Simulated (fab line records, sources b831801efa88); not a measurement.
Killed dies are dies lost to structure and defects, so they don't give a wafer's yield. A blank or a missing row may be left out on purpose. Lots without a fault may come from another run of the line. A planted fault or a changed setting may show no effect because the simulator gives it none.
Which tool did it? | flow gf180mcu | 6 lots, 18 wafers sampled, at 1 step of a route of 602

WHAT THE GAUGES READ, wafer by wafer
GF_NWELL_TW_MEAS_11.
lot  | measured    | on            | NWELL_TW
L307 | day 3 15:35 | film_metro-04 | 1591 1602 1579
L310 | day 4 07:35 | film_metro-04 | 1593 1587 1580
L313 | day 4 22:56 | film_metro-01 | 1569 1567 1557
L316 | day 5 15:14 | film_metro-03 | 1569 1573 1564
L323 | day 7 06:34 | film_metro-03 | 1559 1567 1567
L327 | day 8 02:37 | film_metro-04 | 1595 1587 1586

WHICH TOOL RAN EACH LOT (tool, then ch and the chambers of the sampled wafers, then the start)
The record holds no process step before these readings.

THE ANSWER, worked out from the rows above alone
Rule: what is usual is taken from the lots themselves. Put in order of their means at a reading, lots are off if they are a third of the lots or fewer, leave a main group of 4 or more, and stand apart from it by a gap of 3 or more times the standard deviation of the main group's means; of several such gaps the widest counts. A main group whose means are all the same, to the digits that the tables above print for the reading, isn't used. A lot without any number at a reading at which 4 lots or more have one is off too. The other lots that the step has rows for count as sound.
No lot is off at any reading shown: from this, nothing can be told.

WHAT THE SIMULATOR HAD PUT IN
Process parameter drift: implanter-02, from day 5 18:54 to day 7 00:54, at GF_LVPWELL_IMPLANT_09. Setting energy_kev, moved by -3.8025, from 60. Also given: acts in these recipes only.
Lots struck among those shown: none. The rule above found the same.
